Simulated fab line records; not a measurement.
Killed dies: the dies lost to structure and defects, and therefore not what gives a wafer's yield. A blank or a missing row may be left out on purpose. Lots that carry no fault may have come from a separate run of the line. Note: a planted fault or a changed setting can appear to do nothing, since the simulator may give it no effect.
Shared-tool check ; flow gf180mcu ; 13 lots, 48 wafers sampled

## WHY IT WAS OPENED
At GF_M2_RS_MEAS_05 the reading M2_ALCU_RS is flagged on 3 of 13 lots. No-fault wafers: 0.0693 ohm/sq, standard deviation 0.00095.
Rule: a lot gets a flag if all its wafers with a number sit over 4 standard deviations from that mean, or if no wafer of it has a number. The rest of the lots are taken to be sound.

lot;measured;on;M2_ALCU_RS (ohm/sq), wafer by wafer;flag
L268;day 18 05:26;film-metro-01;0.0692 0.0695 0.0697;
L271;day 19 08:43;film-metro-01;0.0711 0.0700 0.0699;
L270;day 19 11:02;film-metro-01;0.0700 0.0691 0.0717;
L274;day 20 11:59;film-metro-03;0.0709 0.0681 0.0695;
L276;day 21 09:38;film-metro-03;0.0690 0.0699 0.0690;
L278;day 22 08:14;film-metro-04;0.0690 0.0698 0.0685;
L280;day 22 17:40;film-metro-01;0.0694 0.0682 0.0694;
L281;day 23 07:17;film-metro-01;0.0687 0.0675 0.0692;
L284;day 23 22:19;film-metro-01;7.1853 7.1779 7.1659 7.1823 7.1897 7.1832;FLAGGED
L285;day 24 16:37;film-metro-01;7.1233 7.0807 7.1487 7.1326 7.0692 7.1508;FLAGGED
L286;day 24 18:35;film-metro-04;7.1787 7.1237 7.1794 7.1863 7.1140 7.1681;FLAGGED
L287;day 24 21:46;film-metro-01;0.0696 0.0686 0.0698;
L291;day 26 12:48;film-metro-04;0.0695 0.0713 0.0694;
Averaged over the flagged lots the numbers come to 7.1522 ohm/sq, +7.0829 ohm/sq from the usual (+99 or more standard deviations).

## WHICH TOOL RAN EACH LOT
3 process steps preceding the reading are held in the record, out of 602 steps in the route. Cell contents, in order: the tool; ch with the chambers the sampled wafers went through; the start.
lot;flag;GF_M1_STRIP_17;GF_V1_CMP_26;GF_M2_SPUTTER_02
L268;;plasma-asher-04 ch 0,1, day 17 03:01;cmp-01 ch 1,2,3, day 18 04:52;pvd-sputter-01, day 18 05:17
L271;;plasma-asher-01 ch 0,1, day 18 05:10;cmp-02 ch 0,1,3, day 19 08:10;pvd-sputter-03, day 19 08:37
L270;;plasma-asher-04 ch 0, day 18 07:25;cmp-01 ch 0,2,3, day 19 10:36;pvd-sputter-02, day 19 10:56
L274;;plasma-asher-04 ch 0,1, day 19 09:01;cmp-01 ch 0,1,2, day 20 11:35;pvd-sputter-02, day 20 11:52
L276;;plasma-asher-04 ch 0,1, day 20 07:25;cmp-01 ch 0,2,3, day 21 09:10;pvd-sputter-01, day 21 09:30
L278;;plasma-asher-02 ch 0,1, day 21 05:13;cmp-01 ch 0,3, day 22 07:42;pvd-sputter-01, day 22 08:08
L280;;plasma-asher-04 ch 0,1, day 21 14:28;cmp-02 ch 1,3, day 22 17:12;pvd-sputter-01, day 22 17:35
L281;;plasma-asher-01 ch 0, day 22 05:25;cmp-01 ch 0,2,3, day 23 06:50;pvd-sputter-01, day 23 07:10
L284;FLAGGED;plasma-asher-01 ch 1, day 22 20:35;cmp-02 ch 0,1,2, day 23 21:53;pvd-sputter-02, day 23 22:13
L285;FLAGGED;plasma-asher-04 ch 0,1, day 23 14:34;cmp-02 ch 2,3, day 24 16:02;pvd-sputter-01, day 24 16:28
L286;FLAGGED;plasma-asher-01 ch 0,1, day 23 17:01;cmp-02 ch 0,2,3, day 24 18:04;pvd-sputter-01, day 24 18:30
L287;;plasma-asher-04 ch 0, day 23 19:14;cmp-01 ch 0,1,2, day 24 19:53;pvd-sputter-01, day 24 21:39
L291;;plasma-asher-01 ch 0,1, day 25 12:20;cmp-02 ch 0,2,3, day 26 12:20;pvd-sputter-02, day 26 12:43
What is done by these steps:
- GF_M1_STRIP_17: strips in O2/N2.
- GF_V1_CMP_26: polishes, stops on SiO2, t overpolish 15 s, target thk 0 nm.
- GF_M2_SPUTTER_02: material AlCu, target thk 450 nm, time 23.9 s.
- GF_M2_RS_MEAS_05: measures by four-point-probe.

## FLAGGED AGAINST TOTAL, ONE TOOL AT A TIME (gauges that did the reading follow at the end)
step;tool;lots run;flagged;share of the flagged lots;sound lots run after its first flagged lot
GF_M1_STRIP_17;plasma-asher-01;5;2;some;1 (L291)
GF_M1_STRIP_17;plasma-asher-02;1;0;none;-
GF_M1_STRIP_17;plasma-asher-04;7;1;some;1 (L287)
GF_V1_CMP_26;cmp-01;7;0;none;-
GF_V1_CMP_26;cmp-02;6;3;all;1 (L291)
GF_M2_SPUTTER_02;pvd-sputter-01;8;2;some;1 (L287)
GF_M2_SPUTTER_02;pvd-sputter-02;4;1;some;1 (L291)
GF_M2_SPUTTER_02;pvd-sputter-03;1;0;none;-
GF_M2_RS_MEAS_05;film-metro-01;8;2;some;1 (L287)
GF_M2_RS_MEAS_05;film-metro-03;2;0;none;-
GF_M2_RS_MEAS_05;film-metro-04;3;1;some;1 (L291)

## WHAT IS ALLOWED BY THE TABLE
In the table, 1 row covers all flagged lots: cmp-02 at GF_V1_CMP_26.
- cmp-02 at GF_V1_CMP_26: 3 of its 6 lots flagged. Sound lots ran on it after the first flagged one (L291), which a lasting fault on the whole tool wouldn't allow.
Not one row of the table ran every flagged lot while running no sound lot after the first.

## WHAT THE SIMULATOR HAD INSERTED
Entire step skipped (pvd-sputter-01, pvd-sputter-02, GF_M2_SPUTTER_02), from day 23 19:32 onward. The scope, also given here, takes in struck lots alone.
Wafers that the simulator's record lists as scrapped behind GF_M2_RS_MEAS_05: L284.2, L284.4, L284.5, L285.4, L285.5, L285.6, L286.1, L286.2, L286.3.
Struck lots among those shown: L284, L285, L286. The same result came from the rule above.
